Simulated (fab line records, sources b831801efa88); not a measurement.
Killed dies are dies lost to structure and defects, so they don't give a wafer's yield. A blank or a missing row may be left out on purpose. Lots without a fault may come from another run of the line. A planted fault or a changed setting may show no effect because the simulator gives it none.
Tool commonality check | flow sky130 | 12 lots, 36 wafers sampled

WHY IT WAS OPENED
At SKY_LDD_N_TW_MEAS_17 the reading LDD_N_TW is flagged on 3 of 12 lots. Wafers without a fault read 2612, standard deviation 15.
Rule: a lot is flagged when every wafer of it that has a number lies more than 4 standard deviations from that mean, or none has a number. The other lots count as sound.

lot  | measured     | on            | LDD_N_TW, wafer by wafer | flag
L993 | day 17 07:02 | film_metro-01 | 2607 2601 2605           |
L994 | day 18 05:41 | film_metro-01 | 2614 2603 2606           |
L997 | day 19 03:22 | film_metro-04 | 2602 2604 2624           |
L998 | day 19 18:43 | film_metro-04 | 2716 2724 2728           | FLAGGED
L999 | day 20 19:26 | film_metro-04 | 2750 2735 2748           | FLAGGED
L102 | day 21 07:08 | film_metro-01 | 2607 2627 2616           |
L103 | day 21 17:59 | film_metro-04 | 2637 2628 2633           |
L104 | day 21 22:56 | film_metro-04 | 2737 2726 2748           | FLAGGED
L112 | day 24 10:43 | film_metro-01 | 2593 2606 2600           |
L113 | day 24 16:38 | film_metro-04 | 2614 2616 2619           |
L115 | day 25 11:49 | film_metro-02 | 2600 2603 2610           |
L116 | day 27 02:18 | film_metro-04 | 2628 2628 2630           |
The numbers of the flagged lots are 2735 on average: +123 against the usual, or +8 standard deviations.

WHICH TOOL RAN EACH LOT
The record holds 2 process steps before the reading, out of a route of 708 steps. In each cell: the tool, then ch and the chambers that the sampled wafers went through, then the start.
lot  | flag    | SKY_LDD_N_IMPLANT_09            | SKY_LDD_N_STRIP_16
L993 |         | implanter-01 ch 0, day 17 05:54 | plasma_asher-03 ch 0,1, day 17 06:55
L994 |         | implanter-01 ch 0, day 18 04:32 | plasma_asher-01 ch 0,1, day 18 05:35
L997 |         | implanter-04 ch 0, day 19 02:13 | plasma_asher-02 ch 0,1, day 19 03:16
L998 | FLAGGED | implanter-04 ch 0, day 19 17:14 | plasma_asher-02 ch 0,1, day 19 18:37
L999 | FLAGGED | implanter-01 ch 0, day 20 17:58 | plasma_asher-02 ch 0,1, day 20 19:19
L102 |         | implanter-04 ch 0, day 21 06:00 | plasma_asher-01 ch 0,1, day 21 07:01
L103 |         | implanter-04 ch 0, day 21 16:51 | plasma_asher-03 ch 0,1, day 21 17:52
L104 | FLAGGED | implanter-04 ch 0, day 21 21:18 | plasma_asher-02 ch 0,1, day 21 22:50
L112 |         | implanter-04 ch 0, day 24 09:34 | plasma_asher-03 ch 0,1, day 24 10:37
L113 |         | implanter-01 ch 0, day 24 15:29 | plasma_asher-03 ch 0, day 24 16:32
L115 |         | implanter-03 ch 0, day 25 10:40 | plasma_asher-01 ch 0,1, day 25 11:43
L116 |         | implanter-04 ch 0, day 27 01:10 | plasma_asher-02 ch 0,1, day 27 02:11
What these steps do:
- SKY_LDD_N_IMPLANT_09
- SKY_LDD_N_STRIP_16: strips in O2/N2.
- SKY_LDD_N_TW_MEAS_17

FLAGGED OVER TOTAL, TOOL BY TOOL (the gauges that took the reading come last)
step                 | tool            | lots run | flagged | share of the flagged lots | sound lots run after its first flagged lot
SKY_LDD_N_IMPLANT_09 | implanter-01    | 4        | 1       | some                      | 1 (L113)
SKY_LDD_N_IMPLANT_09 | implanter-03    | 1        | 0       | none                      | -
SKY_LDD_N_IMPLANT_09 | implanter-04    | 7        | 2       | some                      | 4 (L102,L103,L112,L116)
SKY_LDD_N_STRIP_16   | plasma_asher-01 | 3        | 0       | none                      | -
SKY_LDD_N_STRIP_16   | plasma_asher-02 | 5        | 3       | all                       | 1 (L116)
SKY_LDD_N_STRIP_16   | plasma_asher-03 | 4        | 0       | none                      | -
SKY_LDD_N_TW_MEAS_17 | film_metro-01   | 4        | 0       | none                      | -
SKY_LDD_N_TW_MEAS_17 | film_metro-02   | 1        | 0       | none                      | -
SKY_LDD_N_TW_MEAS_17 | film_metro-04   | 7        | 3       | all                       | 3 (L103,L113,L116)

WHAT THE TABLE ALLOWS
2 rows of the table ran every flagged lot: plasma_asher-02 at SKY_LDD_N_STRIP_16, film_metro-04 at SKY_LDD_N_TW_MEAS_17.
- plasma_asher-02 at SKY_LDD_N_STRIP_16: 3 of its 5 lots flagged. Sound lots ran on it after the first flagged one (L116), which a lasting fault on the whole tool wouldn't allow. Its own readings lie more than 4 standard deviations out on every wafer of the flagged lots: strip_time_to_endpoint_s.
- film_metro-04 at SKY_LDD_N_TW_MEAS_17: 3 of its 7 lots flagged. Sound lots ran on it after the first flagged one (L103, L113, L116), which a lasting fault on the whole tool wouldn't allow.
No row of the table ran every flagged lot and no sound lot after the first.

WHAT THE SIMULATOR HAD PUT IN
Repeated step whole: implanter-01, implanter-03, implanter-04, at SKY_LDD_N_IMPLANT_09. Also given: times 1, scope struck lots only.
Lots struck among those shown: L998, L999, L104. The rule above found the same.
